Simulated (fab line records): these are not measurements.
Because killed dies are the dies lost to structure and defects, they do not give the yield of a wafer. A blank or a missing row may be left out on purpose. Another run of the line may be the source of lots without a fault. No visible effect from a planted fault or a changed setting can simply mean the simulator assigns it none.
Matching of chambers + flow sky130 + SKY_PASSIVATION_CVD_00 on pecvd-03: 3 sister chambers
The step deposits SiO2, target thk 90 nm. 6 wafers are shown with their chamber, then 7 later ones without.

== WAFERS, EACH WITH ITS CHAMBER ==
| wafer  | chamber | heater power w (W) |
|--------|---------|--------------------|
| L088.2 | 2       | 726                |
| L088.5 | 0       | 843                |
| L090.3 | 0       | 703                |
| L090.5 | 1       | 561                |
| L093.1 | 1       | 656                |
| L093.3 | 2       | 786                |

== WAFERS WITHOUT THEIR CHAMBER ==
| wafer  | heater power w (W) |
|--------|--------------------|
| L093.5 | 792                |
| L095.2 | 640                |
| L095.3 | 824                |
| L095.5 | 850                |
| L096.2 | 680                |
| L096.3 | 691                |
| L096.5 | 705                |

== CHAMBER TAKEN BY EACH ==
| wafer  | from the rows above          | in truth |
|--------|------------------------------|----------|
| L093.5 | can't be placed: 0 or 2      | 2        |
| L095.2 | can't be placed: 1 or 2 or 0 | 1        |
| L095.3 | can't be placed: 0 or 2      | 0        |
| L095.5 | can't be placed: 0 or 2      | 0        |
| L096.2 | can't be placed: 1 or 2 or 0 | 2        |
| L096.3 | can't be placed: 2 or 0 or 1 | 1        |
| L096.5 | can't be placed: 2 or 0 or 1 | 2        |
Correct placement for 0 of the 7. Can't be placed from these rows: 7 (the true chamber is among the candidates in 7). 0 placed wrongly.
How it was worked out, from the rows above alone: a wafer's distance from a chamber is the root of the sum, over the readings, of the square of ((its reading less the chamber's mean) divided by the reading's scatter). The wafer belongs to the nearest chamber; if the next one is less than 2 further off, it can't be placed. Each chamber's mean is taken over the wafers shown for it. The scatter: take each reading less its chamber's mean, square it, sum over the shown wafers, divide by the number of wafers less the number of chambers, and take the root.
